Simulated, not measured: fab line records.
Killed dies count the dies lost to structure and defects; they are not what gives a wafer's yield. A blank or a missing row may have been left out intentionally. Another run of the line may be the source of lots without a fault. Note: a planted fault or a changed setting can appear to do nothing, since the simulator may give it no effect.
fab line records	flow sky130
[record] lots = 24	wafers = 72	lastDay = 50
route steps=708 shown LI_CONTACT@365 METAL2@500 VIA2@521 METAL4@631 VIA4@657 METAL5@666
lots untouched by any fault: they come from a run of this same line in which no faults occurred
startH: the number of hours between the record's first day and the start of the first shown wafer of the lot	waitH: hours elapsed since this lot's preceding step	" as in the row above	L1.1+2: a single row standing in for several wafers	- either no value or no given start	* or withheld: withheld	< > ~ a bound
route shown NAME@n: NAME is a module with steps in the file, n the number in the route of the first one	usual: the fault-free wafers' mean and standard deviation	same: alike in all rows	chamber/n: place in a boat	sites: each site's reading	_std_site: their standard deviation	_edge_site: mean of outer sites minus mean of inner sites	radiusMm: for every site, how far away it sits from the centre of the wafer	mask NAME#n: copy n	behind: tool/chamber where the wafer was last shaped	hold: why the lot was held/for how many hours/how that ended	device: the transistor (n, p or np) that didn't switch	end of line: the route-end tests of the same wafers	a step without rows: its recipe alone	killed: dies lost to structure and defects at the first sort, not the wafer's yield	map: shows each die of a wafer: x if killed, . if not, _ if none is there
set.NAME: the setting as run; set.NAME@STEP: as run at that earlier step	model.NAME: the simulator's own value behind a step, which no gauge read
steps of the route over a sample of lots; a table a step, a row a wafer
services: when a tool's chamber went out of use (startH, in hours from the record's first day, below 0 if earlier), for how many hours, and the reason
[[steps]]
[step SKY_LI_CONTACT_BOW_MEAS_03]
[recipe] mode = bow
[usual] LI_CONTACT_BOW = 53/6.5
lot.wafer	tool	chamber	startH	waitH	LI_CONTACT_BOW[um]
L075.3	filmMetro-02	-	645.77	0.2	57
L075.5	"	-	"	"	56
L075.6	"	-	"	"	54
L074.1	filmMetro-02	-	646.81	0.2	67
L074.2	"	-	"	"	63
L074.5	"	-	"	"	51
L076.1	filmMetro-01	-	665.32	0.1	56
L076.3	"	-	"	"	59
L076.4	"	-	"	"	64
L077.2	filmMetro-02	-	668.34	0.1	61
L077.4	"	-	"	"	49
L077.6	"	-	"	"	46
L078.2	filmMetro-04	-	685.10	0.2	50
L078.3	"	-	"	"	51
L078.4	"	-	"	"	57
L080.3	filmMetro-04	-	706.71	0.2	59
L080.4	"	-	"	"	37
L080.6	"	-	"	"	52
L079.4	filmMetro-04	-	708.98	0.3	69
L079.5	"	-	"	"	40
L079.6	"	-	"	"	50
L081.2	filmMetro-02	-	712.94	0.3	48
L081.3	"	-	"	"	61
L081.5	"	-	"	"	59
L082.2	filmMetro-04	-	715.25	0.2	48
L082.4	"	-	"	"	51
L082.6	"	-	"	"	57
L083.1	filmMetro-04	-	720.38	0.2	47
L083.3	"	-	"	"	46
L083.4	"	-	"	"	45
L084.2	filmMetro-04	-	724.71	0.1	55
L084.3	"	-	"	"	56
L084.6	"	-	"	"	44
L085.3	filmMetro-01	-	742.93	0.2	56
L085.4	"	-	"	"	52
L085.6	"	-	"	"	51
L086.2	filmMetro-01	-	744.59	0.2	59
L086.5	"	-	"	"	62
L086.6	"	-	"	"	59
L087.1	filmMetro-01	-	759.81	0.1	58
L087.2	"	-	"	"	48
L087.4	"	-	"	"	49
L088.1	filmMetro-01	-	767.52	0.2	54
L088.3	"	-	"	"	51
L088.6	"	-	"	"	51
L089.4	filmMetro-02	-	769.88	0.3	54
L089.5	"	-	"	"	51
L089.6	"	-	"	"	62
L090.1	filmMetro-02	-	779.25	0.2	65
L090.4	"	-	"	"	52
L090.6	"	-	"	"	61
L091.4	filmMetro-04	-	781.47	0.3	46
L091.5	"	-	"	"	59
L091.6	"	-	"	"	52
L092.4	filmMetro-02	-	783.94	0.2	56
L092.5	"	-	"	"	41
L092.6	"	-	"	"	51
L093.3	filmMetro-04	-	797.46	0.2	40
L093.5	"	-	"	"	54
L093.6	"	-	"	"	46
L094.2	filmMetro-02	-	805.84	0.1	38
L094.3	"	-	"	"	60
L094.4	"	-	"	"	54
L095.1	filmMetro-04	-	807.02	0.2	57
L095.2	"	-	"	"	62
L095.5	"	-	"	"	49
L096.1	filmMetro-01	-	811.88	0.1	43
L096.2	"	-	"	"	55
L096.4	"	-	"	"	40
L097.3	filmMetro-01	-	824.21	0.2	60
L097.4	"	-	"	"	49
L097.5	"	-	"	"	51
[step SKY_METAL2_DESCUM_17]
[recipe] chemistry = O2	sourcePowerW = 150	biasPowerW = 0	pressureMtorr = 10	tempC = 40	timeS = 8
[usual] drypumpMotorCurrentA = 5.6/0.63	heBacksideLeakSccm = 3.36/0.28	oesProductAu = 1.005/0.011
lot.wafer	tool	chamber	startH	waitH	drypumpMotorCurrentA	heBacksideLeakSccm	oesProductAu	rfHoursCounterH
L075.3	rieMetal-03	0	811.23	0.0	6.1	3.59	1.006	-
L075.5	"	0	"	"	6.0	3.57	0.995	-
L075.6	"	1	"	"	6.4	3.61	1.009	-
L074.1	rieMetal-04	0	812.51	0.0	4.6	3.00	1.001	8
L074.2	"	1	"	"	5.7	3.42	0.993	13
L074.5	"	0	"	"	4.6	3.19	0.996	-
L076.1	rieMetal-03	0	831.12	0.0	6.0	3.39	1.000	6
L076.3	"	1	"	"	6.4	3.52	1.019	-
L076.4	"	0	"	"	6.1	3.32	0.997	-
L077.2	rieMetal-04	0	835.65	0.0	4.6	4.80	0.990	9
L077.4	"	1	"	"	5.6	3.31	0.985	-
L077.6	"	1	"	"	5.7	3.33	0.992	-
L078.2	rieMetal-04	1	852.77	0.0	5.7	5.26	1.002	15
L078.3	"	0	"	"	4.7	3.18	0.992	-
L078.4	"	1	"	"	5.6	3.22	0.992	-
L080.3	rieMetal-02	0	872.01	0.0	5.5	3.31	1.018	-
L080.4	"	1	"	"	6.1	3.45	0.990	-
L080.6	"	1	"	"	6.1	3.37	1.009	-
L079.4	rieMetal-04	0	873.30	0.0	4.6	3.20	0.998	-
L079.5	"	0	"	"	4.6	3.12	0.999	-
L079.6	"	0	"	"	4.6	3.23	0.995	-
L081.2	rieMetal-04	0	879.53	0.0	4.6	3.43	0.992	-
L081.3	"	0	"	"	4.6	3.25	0.981	-
L081.5	"	0	"	"	4.7	2.89	0.992	-
L082.2	rieMetal-02	1	882.27	0.0	6.1	3.54	0.993	18
L082.4	"	0	"	"	5.5	3.33	1.012	-
L082.6	"	0	"	"	5.5	3.32	1.017	-
L083.1	rieMetal-04	1	887.59	0.0	5.7	3.21	0.999	0
L083.3	"	1	"	"	5.7	3.17	0.994	-
L083.4	"	0	"	"	4.6	3.23	0.994	-
L084.2	rieMetal-02	0	891.26	0.0	5.5	3.30	1.017	-
L084.3	"	0	"	"	5.5	3.37	1.018	-
L084.6	"	0	"	"	5.5	3.27	1.022	-
L085.3	rieMetal-03	0	907.66	0.0	6.1	3.00	1.002	-
L085.4	"	1	"	"	6.4	3.62	1.005	-
L085.6	"	1	"	"	6.4	3.55	1.000	-
L086.2	rieMetal-04	1	911.92	0.0	5.7	3.39	1.001	2
L086.5	"	0	"	"	4.6	3.54	1.004	-
L086.6	"	1	"	"	5.7	3.32	0.998	-
L087.1	rieMetal-02	0	922.40	0.0	5.5	3.23	1.021	15
L087.2	"	1	"	"	6.0	3.37	1.013	1
L087.4	"	0	"	"	5.5	3.24	1.023	-
L088.1	rieMetal-02	1	928.95	0.0	6.1	3.35	1.006	1
L088.3	"	0	"	"	5.5	3.31	1.018	-
L088.6	"	0	"	"	5.5	3.36	1.024	-
L089.4	rieMetal-03	1	930.88	0.0	6.4	3.73	1.002	-
L089.5	"	1	"	"	6.4	3.52	1.012	-
L089.6	"	0	"	"	6.0	3.44	1.008	-
L090.1	rieMetal-04	1	941.20	0.0	5.7	3.30	1.003	3
L090.4	"	0	"	"	4.6	3.17	1.001	-
L090.6	"	1	"	"	5.7	3.24	1.003	-
L091.4	rieMetal-03	1	943.53	0.0	6.4	3.49	1.006	-
L091.5	"	0	"	"	6.0	3.16	1.004	-
L091.6	"	1	"	"	6.4	3.70	0.994	-
L092.4	rieMetal-04	0	946.76	0.0	4.6	2.86	1.008	-
L092.5	"	0	"	"	4.6	2.92	1.009	-
L092.6	"	1	"	"	5.6	3.13	1.006	-
L093.3	rieMetal-02	1	956.36	0.0	6.1	3.36	1.020	-
L093.5	"	1	"	"	6.1	3.16	1.014	-
L093.6	"	0	"	"	5.5	3.38	1.034	-
L094.2	rieMetal-04	0	965.22	0.0	4.6	3.50	1.016	17
L094.3	"	0	"	"	4.6	3.50	1.012	-
L094.4	"	1	"	"	5.7	3.13	0.998	-
L095.1	rieMetal-03	0	966.35	0.0	6.1	3.46	1.009	12
L095.2	"	1	"	"	6.4	3.42	1.004	13
L095.5	"	1	"	"	6.4	3.43	1.009	-
L096.1	rieMetal-02	0	970.30	0.0	5.5	3.35	1.033	18
L096.2	"	1	"	"	6.1	3.23	1.016	4
L096.4	"	1	"	"	6.1	3.13	1.017	-
L097.3	rieMetal-03	1	978.46	0.0	6.4	3.78	1.005	-
L097.4	"	0	"	"	6.0	3.44	0.995	-
L097.5	"	1	"	"	6.4	3.70	1.007	-
[step SKY_VIA2_ETCH_14]
[recipe] chemistry = N2/H2	target = BARC	ionEnergyEv = 200	sourceW = 500	biasW = 100	pressureMtorr = 30	n2FlowSccm = 100	h2FlowSccm = 200	stopOn = SiO2	timeS = 45.9	targetDepthA = 600
[usual] drypumpMotorCurrentA = 5.8/0.5	oesProductAu = 0.855/0.0041	throttleValvePct = 13.225/0.01
lot.wafer	tool	chamber	startH	waitH	drypumpMotorCurrentA	oesProductAu	rfHoursCounterH	throttleValvePct
L075.3	rieDiel-04	2	840.32	0.0	6.3	0.863	20	13.221
L075.5	"	1	"	"	5.6	0.855	-	13.225
L075.6	"	0	"	"	6.2	0.856	-	13.224
L074.1	rieDiel-03	0	841.54	0.0	5.1	0.857	12	13.220
L074.2	"	2	"	"	5.8	0.859	13	13.206
L074.5	"	2	"	"	5.8	0.854	-	13.224
L076.1	rieDiel-01	3	858.10	0.0	5.8	0.854	17	13.225
L076.3	"	0	"	"	6.5	0.855	6	13.224
L076.4	"	1	"	"	5.2	0.857	-	13.219
L077.2	rieDiel-03	3	862.77	0.0	5.2	0.856	11	13.233
L077.4	"	1	"	"	5.0	0.852	22	13.221
L077.6	"	0	"	"	5.1	0.859	-	13.227
L078.2	rieDiel-01	0	879.87	0.0	6.6	0.850	7	13.202
L078.3	"	3	"	"	5.8	0.857	17	13.229
L078.4	"	1	"	"	5.2	0.860	8	13.226
L080.3	rieDiel-01	2	898.87	0.0	6.1	0.852	19	13.238
L080.4	"	0	"	"	6.5	0.852	7	13.223
L080.6	"	0	"	"	6.5	0.852	-	13.213
L079.4	rieDiel-04	3	900.25	0.0	5.9	0.855	28	13.212
L079.5	"	2	"	"	6.4	0.853	-	13.226
L079.6	"	3	"	"	5.9	0.849	-	13.220
L081.2	rieDiel-01	1	906.32	0.0	5.2	0.852	9	13.222
L081.3	"	3	"	"	5.8	0.856	18	13.215
L081.5	"	3	"	"	5.8	0.855	-	13.215
L082.2	rieDiel-03	2	907.95	0.0	5.7	0.859	15	13.243
L082.4	"	1	"	"	5.0	0.855	24	13.223
L082.6	"	2	"	"	5.7	0.860	-	13.227
L083.1	rieDiel-01	0	913.87	0.0	6.6	0.855	8	13.200
L083.3	"	1	"	"	5.2	0.855	9	13.236
L083.4	"	0	"	"	6.6	0.863	-	13.233
L084.2	rieDiel-04	1	917.40	0.0	5.6	0.853	10	13.222
L084.3	"	3	"	"	5.9	0.858	29	13.234
L084.6	"	3	"	"	5.9	0.853	-	13.218
L085.3	rieDiel-03	1	933.40	0.0	5.0	0.850	24	13.211
L085.4	"	2	"	"	5.8	0.855	16	13.222
L085.6	"	3	"	"	5.3	0.860	-	13.217
L086.2	rieDiel-01	0	938.40	0.0	6.5	0.854	8	13.224
L086.5	"	3	"	"	5.8	0.854	-	13.239
L086.6	"	1	"	"	5.2	0.859	-	13.232
L087.1	rieDiel-04	1	947.75	0.0	5.6	0.854	11	13.210
L087.2	"	2	"	"	6.4	0.853	23	13.224
L087.4	"	1	"	"	5.6	0.857	-	13.227
L088.1	rieDiel-01	1	954.55	0.0	5.2	0.855	10	13.225
L088.3	"	3	"	"	5.8	0.854	19	13.232
L088.6	"	3	"	"	5.8	0.865	-	13.240
L089.4	rieDiel-03	3	955.87	0.0	5.3	0.852	13	13.221
L089.5	"	2	"	"	5.8	0.858	-	13.229
L089.6	"	1	"	"	5.0	0.855	-	13.228
L090.1	rieDiel-04	2	966.70	0.0	6.3	0.861	24	13.227
L090.4	"	1	"	"	5.6	0.853	11	13.218
L090.6	"	0	"	"	6.2	0.860	-	13.224
L091.4	rieDiel-04	1	968.75	0.0	5.6	0.852	11	13.224
L091.5	"	3	"	"	5.9	0.852	-	13.215
L091.6	"	2	"	"	6.4	0.862	-	13.238
L092.4	rieDiel-04	2	972.15	0.0	6.4	0.857	24	13.236
L092.5	"	2	"	"	6.4	0.856	-	13.238
L092.6	"	3	"	"	5.9	0.847	-	13.220
L093.3	rieDiel-03	2	982.22	0.0	5.7	0.853	17	13.224
L093.5	"	3	"	"	5.3	0.851	-	13.214
L093.6	"	2	"	"	5.8	0.855	-	13.235
L094.2	rieDiel-03	0	990.92	0.0	5.1	0.851	16	13.229
L094.3	"	3	"	"	5.2	0.854	14	13.234
L094.4	"	1	"	"	5.0	0.854	26	13.231
L095.1	rieDiel-01	0	992.95	0.0	6.5	0.854	10	13.247
L095.2	"	2	"	"	6.1	0.848	21	13.215
L095.5	"	0	"	"	6.5	0.855	-	13.239
L096.1	rieDiel-01	0	996.95	0.0	6.6	0.860	10	13.240
L096.2	"	1	"	"	5.2	0.852	12	13.205
L096.4	"	2	"	"	6.1	0.860	21	13.219
L097.3	rieDiel-01	3	1003.97	0.0	5.8	0.854	21	13.237
L097.4	"	1	"	"	5.2	0.865	-	13.220
L097.5	"	0	"	"	6.5	0.856	-	13.222
[step SKY_METAL4_DESCUM_15]
[recipe] chemistry = O2	sourcePowerW = 150	biasPowerW = 0	pressureMtorr = 10	tempC = 40	timeS = 8
[usual] drypumpMotorCurrentA = 5.6/0.6	heBacksideLeakSccm = 3.34/0.21	oesProductAu = 1.009/0.0085
lot.wafer	tool	chamber	startH	waitH	drypumpMotorCurrentA	heBacksideLeakSccm	oesProductAu	rfHoursCounterH
L075.3	rieMetal-02	0	969.66	0.0	5.5	3.25	1.023	-
L075.5	"	0	"	"	5.5	3.21	1.030	-
L075.6	"	1	"	"	6.1	3.42	1.003	-
L074.1	rieMetal-04	1	971.45	0.0	5.7	3.16	1.004	5
L074.2	"	0	"	"	4.7	3.20	1.009	17
L074.5	"	1	"	"	5.7	3.13	1.006	-
L076.1	rieMetal-04	0	988.25	0.0	4.6	3.18	1.023	18
L076.3	"	0	"	"	4.6	3.09	1.019	-
L076.4	"	1	"	"	5.6	3.31	1.007	-
L077.2	rieMetal-02	1	993.42	0.0	6.1	3.51	0.996	5
L077.4	"	0	"	"	5.5	3.35	1.012	-
L077.6	"	1	"	"	6.1	3.27	0.999	-
L078.2	rieMetal-04	1	1006.82	0.0	5.7	3.27	1.018	7
L078.3	"	0	"	"	4.6	3.13	1.017	-
L078.4	"	1	"	"	5.7	3.14	1.016	-
L080.3	rieMetal-04	0	1024.36	0.0	4.6	2.83	1.010	-
L080.4	"	1	"	"	5.7	3.27	1.010	-
L080.6	"	1	"	"	5.7	3.23	1.006	-
L079.4	rieMetal-02	0	1026.41	0.0	5.5	3.26	1.023	-
L079.5	"	0	"	"	5.5	3.39	1.028	-
L079.6	"	1	"	"	6.1	3.23	1.016	-
L081.2	rieMetal-04	0	1030.95	0.0	4.6	2.96	1.001	20
L081.3	"	0	"	"	4.6	2.85	1.002	-
L081.5	"	0	"	"	4.6	3.28	0.996	-
L082.2	rieMetal-03	1	1033.22	0.0	6.4	3.65	1.004	17
L082.4	"	0	"	"	6.0	3.70	1.000	-
L082.6	"	0	"	"	6.1	3.85	1.007	-
L083.1	rieMetal-04	1	1037.75	0.0	5.6	3.13	1.020	8
L083.3	"	1	"	"	5.7	3.02	1.014	-
L083.4	"	0	"	"	4.6	3.29	1.014	-
L084.2	rieMetal-03	1	1042.45	0.0	6.4	3.69	1.006	17
L084.3	"	1	"	"	6.4	3.66	1.016	-
L084.6	"	1	"	"	6.4	3.77	1.009	-
L085.3	rieMetal-03	0	1055.76	0.0	6.1	3.37	1.008	-
L085.4	"	1	"	"	6.4	3.44	1.003	-
L085.6	"	1	"	"	6.4	3.46	0.995	-
L086.2	rieMetal-03	0	1060.75	0.0	6.0	3.64	1.001	18
L086.5	"	0	"	"	6.0	3.74	1.010	-
L086.6	"	1	"	"	6.4	3.28	1.011	-
L087.1	rieMetal-02	0	1067.85	0.0	5.5	3.24	1.026	23
L087.2	"	1	"	"	6.0	3.29	0.998	10
L087.4	"	0	"	"	5.5	3.27	1.023	-
L088.1	rieMetal-02	1	1071.25	0.0	6.0	3.47	1.001	10
L088.3	"	0	"	"	5.5	3.28	1.021	-
L088.6	"	1	"	"	6.0	3.38	1.000	-
L089.4	rieMetal-04	1	1072.41	0.0	5.7	3.20	1.008	-
L089.5	"	1	"	"	5.7	3.24	1.002	-
L089.6	"	0	"	"	4.7	2.76	1.012	-
L090.1	rieMetal-02	0	1085.70	0.0	5.5	3.34	1.015	24
L090.4	"	1	"	"	6.1	3.54	0.994	-
L090.6	"	1	"	"	6.1	3.64	1.008	-
L091.4	rieMetal-04	1	1086.68	0.0	5.7	3.44	1.012	-
L091.5	"	0	"	"	4.6	3.22	1.008	-
L091.6	"	1	"	"	5.7	3.27	1.007	-
L092.4	rieMetal-04	1	1089.58	0.0	5.7	3.26	1.006	-
L092.5	"	0	"	"	4.7	3.20	1.005	-
L092.6	"	1	"	"	5.7	3.16	1.011	-
L093.3	rieMetal-02	0	1094.71	0.0	5.5	3.34	1.017	-
L093.5	"	0	"	"	5.5	3.27	1.012	-
L093.6	"	1	"	"	6.0	3.67	1.012	-
L094.2	rieMetal-04	1	1104.60	0.0	5.7	3.41	1.000	12
L094.3	"	0	"	"	4.6	3.00	1.008	-
L094.4	"	1	"	"	5.6	3.43	1.006	-
L095.1	rieMetal-03	1	1106.05	0.0	6.4	3.42	1.009	22
L095.2	"	0	"	"	6.1	3.58	1.005	21
L095.5	"	1	"	"	6.4	3.55	1.005	-
L096.1	rieMetal-03	0	1107.52	0.0	6.1	3.64	1.002	21
L096.2	"	1	"	"	6.4	3.67	1.011	22
L096.4	"	1	"	"	6.5	3.78	1.010	-
L097.3	rieMetal-04	0	1114.16	0.0	4.6	3.46	1.008	-
L097.4	"	1	"	"	5.6	3.33	1.004	-
L097.5	"	0	"	"	4.6	3.36	1.004	-
[step SKY_VIA4_CVD_18]
[recipe] material = W	targetThkNm = 505	timeS = 152.14	tempC = 400	pressureTorr = 40
[usual] heaterPowerW = 912/92
lot.wafer	tool	chamber	startH	waitH	heaterPowerW
L075.3	cvdW-02	1	996.65	0.1	1035
L075.5	"	1	"	"	1020
L075.6	"	0	"	"	813
L074.1	cvdW-02	1	998.67	0.0	1049
L074.2	"	0	"	"	814
L074.5	"	0	"	"	797
L076.1	cvdW-02	0	1012.36	0.0	811
L076.3	"	1	"	"	1041
L076.4	"	0	"	"	827
L077.2	cvdW-02	0	1018.56	0.0	828
L077.4	"	0	"	"	794
L077.6	"	1	"	"	1031
L078.2	cvdW-01	1	1030.95	0.0	841
L078.3	"	0	"	"	938
L078.4	"	1	"	"	811
L080.3	cvdW-02	1	1047.96	0.1	1023
L080.4	"	0	"	"	820
L080.6	"	0	"	"	820
L079.4	cvdW-02	1	1050.45	0.1	1020
L079.5	"	0	"	"	818
L079.6	"	1	"	"	1038
L081.2	cvdW-01	0	1053.96	0.0	954
L081.3	"	1	"	"	818
L081.5	"	1	"	"	810
L082.2	cvdW-02	1	1056.85	0.0	1039
L082.4	"	1	"	"	1035
L082.6	"	1	"	"	1038
L083.1	cvdW-01	1	1060.26	0.0	830
L083.3	"	1	"	"	836
L083.4	"	0	"	"	960
L084.2	cvdW-01	1	1064.11	0.0	851
L084.3	"	1	"	"	837
L084.6	"	0	"	"	948
L085.3	cvdW-02	0	1078.00	0.1	805
L085.4	"	1	"	"	1036
L085.6	"	0	"	"	816
L086.2	cvdW-02	0	1084.52	0.0	811
L086.5	"	1	"	"	1037
L086.6	"	0	"	"	805
L087.1	cvdW-01	1	1090.56	0.0	839
L087.2	"	0	"	"	959
L087.4	"	0	"	"	995
L088.1	cvdW-02	1	1093.85	0.0	1055
L088.3	"	1	"	"	1040
L088.6	"	0	"	"	823
L089.4	cvdW-01	0	1094.31	0.1	947
L089.5	"	1	"	"	842
L089.6	"	0	"	"	960
L090.1	cvdW-02	1	1108.56	0.0	1026
L090.4	"	1	"	"	1029
L090.6	"	1	"	"	1021
L091.4	cvdW-01	0	1109.25	0.1	964
L091.5	"	0	"	"	953
L091.6	"	1	"	"	839
L092.4	cvdW-01	1	1111.95	0.1	816
L092.5	"	0	"	"	941
L092.6	"	1	"	"	838
L093.3	cvdW-02	1	1117.19	0.1	1055
L093.5	"	0	"	"	831
L093.6	"	1	"	"	1052
L094.2	cvdW-02	1	1126.50	0.0	1047
L094.3	"	0	"	"	834
L094.4	"	1	"	"	1029
L095.1	cvdW-01	0	1128.20	0.0	926
L095.2	"	1	"	"	844
L095.5	"	1	"	"	830
L096.1	cvdW-01	0	1129.07	0.0	985
L096.2	"	1	"	"	846
L096.4	"	1	"	"	852
L097.3	cvdW-01	1	1134.82	0.1	848
L097.4	"	0	"	"	974
L097.5	"	1	"	"	846
[step SKY_METAL5_RS_MEAS_05]
[recipe] thkMeasGauge = four-point-probe	reads = TiN_of_METAL5_SPUTTER_04+Ti_of_METAL5_SPUTTER_03+AlCu_of_METAL5_SPUTTER_02+TiN_of_METAL5_SPUTTER_01+Ti_of_METAL5_SPUTTER_00
[usual] METAL5_ALCU_RS = 0.0271/0.00034
lot.wafer	tool	chamber	startH	waitH	METAL5_ALCU_RS[ohm/sq]
L075.3	filmMetro-02	-	997.44	0.1	0.0268
L075.5	"	-	"	"	0.0269
L075.6	"	-	"	"	0.0271
L074.1	filmMetro-03	-	999.47	0.0	0.0269
L074.2	"	-	"	"	0.0268
L074.5	"	-	"	"	0.0266
L076.1	filmMetro-01	-	1013.18	0.0	0.0267
L076.3	"	-	"	"	0.0269
L076.4	"	-	"	"	0.0269
L077.2	filmMetro-01	-	1019.61	0.0	0.0268
L077.4	"	-	"	"	0.0267
L077.6	"	-	"	"	0.0266
L078.2	filmMetro-03	-	1031.77	0.0	0.0268
L078.3	"	-	"	"	0.0271
L078.4	"	-	"	"	0.0269
L080.3	filmMetro-03	-	1048.75	0.1	0.0277
L080.4	"	-	"	"	0.0277
L080.6	"	-	"	"	0.0274
L079.4	filmMetro-03	-	1051.29	0.1	0.0275
L079.5	"	-	"	"	0.0274
L079.6	"	-	"	"	0.0275
L081.2	filmMetro-03	-	1054.78	0.0	0.0273
L081.3	"	-	"	"	0.0272
L081.5	"	-	"	"	0.0271
L082.2	filmMetro-03	-	1057.67	0.0	0.0266
L082.4	"	-	"	"	0.0266
L082.6	"	-	"	"	0.0266
L083.1	filmMetro-01	-	1062.10	0.0	0.0275
L083.3	"	-	"	"	0.0273
L083.4	"	-	"	"	0.0273
L084.2	filmMetro-01	-	1064.93	0.0	0.0271
L084.3	"	-	"	"	0.0271
L084.6	"	-	"	"	0.0269
L085.3	filmMetro-02	-	1078.80	0.1	0.0273
L085.4	"	-	"	"	0.0279
L085.6	"	-	"	"	0.0272
L086.2	filmMetro-01	-	1085.71	0.0	0.0280
L086.5	"	-	"	"	0.0273
L086.6	"	-	"	"	0.0275
L087.1	filmMetro-02	-	1091.36	0.0	0.0272
L087.2	"	-	"	"	0.0269
L087.4	"	-	"	"	0.0273
L088.1	filmMetro-03	-	1094.68	0.0	0.0275
L088.3	"	-	"	"	0.0275
L088.6	"	-	"	"	0.0275
L089.4	filmMetro-03	-	1095.12	0.1	0.0267
L089.5	"	-	"	"	0.0267
L089.6	"	-	"	"	0.0269
L090.1	filmMetro-01	-	1109.36	0.0	0.0271
L090.4	"	-	"	"	0.0271
L090.6	"	-	"	"	0.0271
L091.4	filmMetro-03	-	1110.06	0.1	0.0274
L091.5	"	-	"	"	0.0278
L091.6	"	-	"	"	0.0272
L092.4	filmMetro-03	-	1112.76	0.1	0.0270
L092.5	"	-	"	"	0.0266
L092.6	"	-	"	"	0.0265
L093.3	filmMetro-01	-	1117.98	0.1	0.0269
L093.5	"	-	"	"	0.0274
L093.6	"	-	"	"	0.0267
L094.2	filmMetro-01	-	1127.32	0.0	0.0270
L094.3	"	-	"	"	0.0272
L094.4	"	-	"	"	0.0270
L095.1	filmMetro-02	-	1129.00	0.0	0.0265
L095.2	"	-	"	"	0.0265
L095.5	"	-	"	"	0.0264
L096.1	filmMetro-02	-	1129.86	0.0	0.0271
L096.2	"	-	"	"	0.0270
L096.4	"	-	"	"	0.0273
L097.3	filmMetro-02	-	1135.61	0.1	0.0271
L097.4	"	-	"	"	0.0271
L097.5	"	-	"	"	0.0271
[[services]]
tool	chamber	startH	hours	kind
rieDiel-01	3	792.22	2.7	repair
cvdW-02	-	812.82	6.9	pm
cvdW-02	1	821.63	14.7	repair
rieDiel-01	3	843.52	3.4	repair
rieDiel-01	2	848.91	13.4	repair
rieDiel-01	3	862.35	1.3	repair
rieDiel-01	-	869.02	0.5	repair
cvdW-02	-	870.99	1.2	repair
rieMetal-04	-	878.12	0.5	repair
cvdW-02	-	904.00	14.0	pm
cvdW-01	-	904.81	1.4	repair
cvdW-01	-	909.97	0.6	repair
rieDiel-01	0	911.22	1.8	repair
rieDiel-01	2	912.79	14.4	repair
rieDiel-01	2	928.11	13.7	repair
rieDiel-01	3	929.83	2.7	repair
cvdW-01	0	938.88	2.7	repair
rieDiel-01	0	955.40	5.8	repair
cvdW-02	1	980.14	9.8	repair
rieMetal-02	0	982.48	9.1	repair
rieMetal-04	-	1066.26	0.5	repair
cvdW-01	-	1075.74	14.6	pm
cvdW-02	-	1113.41	1.2	repair
cvdW-02	-	1127.08	1.0	repair
[[key]]
fault none
